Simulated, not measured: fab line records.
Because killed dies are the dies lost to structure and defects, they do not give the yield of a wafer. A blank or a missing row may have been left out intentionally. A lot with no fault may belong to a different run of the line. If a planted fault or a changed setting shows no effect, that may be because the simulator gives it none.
Which tool is to blame? | flow sky130 | 30 wafers from 10 lots sampled at 6 of the route's 708 steps

== WHAT EACH GAUGE READ, for each wafer ==
SKY_CONTACT_THK_MEAS_01. Usual: for CONTACT_CVD_00_THK the level is 74.8 nm and the standard deviation is 0.96.
lot  | measured     | on            | CONTACT_CVD_00_THK (nm) | flag
L698 | day 31 02:02 | film-metro-03 | 74.8 75.4 75.2          |
L699 | day 32 03:13 | film-metro-01 | 74.1 74.4 75.1          |
L700 | day 32 03:28 | film-metro-01 | 73.3 75.2 75.8          |
L707 | day 34 17:17 | film-metro-02 | 73.5 73.3 74.0          |
L705 | day 34 19:26 | film-metro-01 | 74.8 75.9 75.4          |
L708 | day 35 00:18 | film-metro-02 | 73.4 75.8 75.4          |
L703 | day 35 02:14 | film-metro-01 | 75.0 74.9 74.7          |
L714 | day 36 08:29 | film-metro-01 | 74.1 75.5 75.4          |
L716 | day 36 11:03 | film-metro-03 | 73.8 74.8 76.8          |
L718 | day 36 21:20 | film-metro-01 | 75.1 75.6 75.7          |

SKY_CONTACT_RS_MEAS_25: a four-point-probe measurement. Usual: for CONTACT_W_RS the level is 0.339 ohm/sq and the standard deviation is 0.0031.
lot  | measured     | on            | CONTACT_W_RS (ohm/sq)               | flag
L698 | day 32 06:48 | film-metro-02 | 0.338 0.337 0.334                   |
L699 | day 33 06:43 | film-metro-02 | 0.336 0.342 0.336                   |
L700 | day 33 07:02 | film-metro-02 | 0.341 0.337 0.333                   |
L707 | day 35 20:58 | film-metro-01 | 0.339 0.337 0.341                   |
L705 | day 35 23:20 | film-metro-01 | 0.344 0.337 0.338                   |
L708 | day 36 04:17 | film-metro-01 | 0.338 0.338 0.339                   |
L703 | day 36 06:17 | film-metro-03 | 0.344 0.339 0.342                   |
L714 | day 37 11:45 | film-metro-01 | 0.214 0.342 0.339 0.213 0.342 0.338 | OFF
L716 | day 37 14:50 | film-metro-03 | 0.340 0.340 0.341                   |
L718 | day 38 00:48 | film-metro-02 | 0.341 0.340 0.342                   |

SKY_CONTACT_THK_MEAS_26: measures by xrf. Usual: for CONTACT_W_THK the level is 327 nm and the standard deviation is 3.5.
lot  | measured     | on            | CONTACT_W_THK (nm)      | flag
L698 | day 32 06:55 | film-metro-02 | 329 328 330             |
L699 | day 33 06:50 | film-metro-02 | 328 324 331             |
L700 | day 33 07:10 | film-metro-02 | 326 329 334             |
L707 | day 35 21:05 | film-metro-01 | 324 326 323             |
L705 | day 35 23:26 | film-metro-01 | 321 327 328             |
L708 | day 36 04:23 | film-metro-01 | 325 326 327             |
L703 | day 36 06:22 | film-metro-03 | 323 327 325             |
L714 | day 37 16:14 | film-metro-01 | 498 321 325 500 322 326 | OFF
L716 | day 37 14:57 | film-metro-03 | 324 324 324             |
L718 | day 38 00:55 | film-metro-02 | 324 324 323             |

== TOOL THAT RAN EACH LOT (tool first, then ch and the chambers of the sampled wafers, then the start) ==
lot  | SKY_LOCAL_INTERCONNECT_METAL_ETCH_14 | SKY_CONTACT_ETCH_18                           | SKY_CONTACT_CVD_24
L698 | rie-metal-03 ch 0,1, day 31 01:19    | rie-diel-02 ch 0,2, day 32 06:35 or earlier   | cvd-w-01 ch 0, day 32 06:35
L699 | rie-metal-03 ch 0,1, day 32 02:31    | rie-diel-04 ch 1,2,3, day 33 06:37 or earlier | cvd-w-02 ch 0,1, day 33 06:37
L700 | rie-metal-01 ch 0,1, day 32 02:46    | rie-diel-02 ch 1,2,3, day 33 06:56 or earlier | cvd-w-01 ch 0,1, day 33 06:56
L707 | rie-metal-03 ch 0,1, day 34 16:35    | rie-diel-04 ch 0,2, day 35 20:50 or earlier   | cvd-w-01 ch 0,1, day 35 20:50
L705 | rie-metal-01 ch 0,1, day 34 18:43    | rie-diel-04 ch 2,3, day 35 23:13 or earlier   | cvd-w-02 ch 0,1, day 35 23:13
L708 | rie-metal-02 ch 0,1, day 34 23:35    | rie-diel-04 ch 0,1,3, day 36 04:10 or earlier | cvd-w-02 ch 0,1, day 36 04:10
L703 | rie-metal-03 ch 0,1, day 35 01:32    | rie-diel-02 ch 1,2,3, day 36 06:09 or earlier | cvd-w-01 ch 0,1, day 36 06:09
L714 | rie-metal-03 ch 0, day 36 07:44      | rie-diel-02 ch 0,1,3, day 37 11:37 or earlier | cvd-w-02 ch 0,1, day 37 11:37
L716 | rie-metal-03 ch 0, day 36 10:17      | rie-diel-02 ch 0,2,3, day 37 14:43 or earlier | cvd-w-01 ch 0,1, day 37 14:43
L718 | rie-metal-02 ch 0,1, day 36 20:37    | rie-diel-01 ch 0,1,2, day 38 00:41 or earlier | cvd-w-01 ch 0,1, day 38 00:41
- SKY_LOCAL_INTERCONNECT_METAL_ETCH_14: etches TiN in Cl2/BCl3, stops on PSG, target depth 110 nm, time 31.4 s.
- SKY_CONTACT_ETCH_18: etches Si3N4 in CHF3/O2, stops on TiN, time 39 s, target depth 75 nm.
- SKY_CONTACT_CVD_24: deposits W, target thk 340 nm, time 102.12 s.

== WHAT THE TOOLS THEMSELVES READ (means of the sampled wafers that have a number; where no wafer has one, the mark that the record gives instead) ==
SKY_LOCAL_INTERCONNECT_METAL_ETCH_14. Usual: bcl3-flow-sccm 29.99 sccm, standard deviation 0.089; drypump-motor-current-A 6.1 A, standard deviation 0.44; oes-product-au 0.948 a.u., standard deviation 0.0075; throttle-valve-pct 21.896 %, standard deviation 0.01.
lot  | tool         | bcl3-flow-sccm (sccm) | drypump-motor-current-A (A) | oes-product-au (a.u.) | throttle-valve-pct (%) | flag
L698 | rie-metal-03 | 30.01                 | 5.9                         | 0.949                 | 21.893                 |
L699 | rie-metal-03 | 30.01                 | 5.8                         | 0.945                 | 21.895                 |
L700 | rie-metal-01 | 30.01                 | 5.9                         | 0.939                 | 21.897                 |
L707 | rie-metal-03 | 29.96                 | 5.9                         | 0.944                 | 21.898                 |
L705 | rie-metal-01 | 30.03                 | 6.2                         | 0.937                 | 21.906                 |
L708 | rie-metal-02 | 29.97                 | 6.5                         | 0.945                 | 21.900                 |
L703 | rie-metal-03 | 30.02                 | 5.9                         | 0.958                 | 21.896                 |
L714 | rie-metal-03 | 29.92                 | 6.3                         | 0.948                 | 21.885                 |
L716 | rie-metal-03 | 30.01                 | 6.3                         | 0.943                 | 21.902                 |
L718 | rie-metal-02 | 30.01                 | 6.5                         | 0.954                 | 21.896                 |

SKY_CONTACT_ETCH_18. Usual: O2_flow_sccm 5.000 sccm, standard deviation 0.014; drypump-motor-current-A 5.8 A, standard deviation 0.37; oes-product-au 0.853 a.u., standard deviation 0.0069; throttle-valve-pct 8.793 %, standard deviation 0.0086.
lot  | tool        | O2_flow_sccm (sccm) | drypump-motor-current-A (A) | oes-product-au (a.u.) | throttle-valve-pct (%) | flag
L698 | rie-diel-02 | 5.019               | 6.0                         | 0.853                 | 8.802                  |
L699 | rie-diel-04 | 4.993               | 6.1                         | 0.850                 | 8.781                  |
L700 | rie-diel-02 | 5.011               | 5.8                         | 0.852                 | 8.795                  |
L707 | rie-diel-04 | 5.002               | 5.0                         | 0.845                 | 8.791                  |
L705 | rie-diel-04 | 5.004               | 6.0                         | 0.859                 | 8.795                  |
L708 | rie-diel-04 | 5.009               | 5.8                         | 0.852                 | 8.796                  |
L703 | rie-diel-02 | 4.994               | 5.8                         | 0.854                 | 8.794                  |
L714 | rie-diel-02 | 4.991               | 5.7                         | 0.855                 | 8.790                  |
L716 | rie-diel-02 | 5.000               | 5.9                         | 0.853                 | 8.797                  |
L718 | rie-diel-01 | 4.995               | 5.8                         | 0.855                 | 8.800                  |

SKY_CONTACT_CVD_24. Usual: heater-power-w 866 W, standard deviation 67.
lot  | tool     | heater-power-w (W) | flag
L698 | cvd-w-01 | 787                |
L699 | cvd-w-02 | 846                |
L700 | cvd-w-01 | 844                |
L707 | cvd-w-01 | 913                |
L705 | cvd-w-02 | 871                |
L708 | cvd-w-02 | 846                |
L703 | cvd-w-01 | 850                |
L714 | cvd-w-02 | 854                |
L716 | cvd-w-01 | 865                |
L718 | cvd-w-01 | 911                |

== THE ANSWER, worked out from the rows above alone ==
Rule: take the mean of a lot's wafers that have a number; if it is more than 3 standard deviations from the usual mean, the lot is off. Also off: a lot with no number at a reading for which 4 or more lots have one. Any other lot the step has rows for is counted as sound. After the gauges, taken in route order, come the tools' own readings; for these a lot's mean is taken, as printed above. At the first step where some lot is off, the reading lying furthest off is the one used; lots without a number count as furthest.
Off: at SKY_CONTACT_RS_MEAS_25 (CONTACT_W_RS), L714.
If a tool, at a process step before that reading, ran all the lots that are off and no sound lot after the first of them, it fits. Those tools and the gauges at SKY_CONTACT_RS_MEAS_25 are tried in the same way. With no start given for some of its lots, SKY_CONTACT_ETCH_18 uses the hours and lot order of SKY_CONTACT_CVD_24. Undecided on this evidence; 2 tools fit (cvd-w-02 at SKY_CONTACT_CVD_24, film-metro-01 at SKY_CONTACT_RS_MEAS_25).

== WHAT THE SIMULATOR PUT IN ==
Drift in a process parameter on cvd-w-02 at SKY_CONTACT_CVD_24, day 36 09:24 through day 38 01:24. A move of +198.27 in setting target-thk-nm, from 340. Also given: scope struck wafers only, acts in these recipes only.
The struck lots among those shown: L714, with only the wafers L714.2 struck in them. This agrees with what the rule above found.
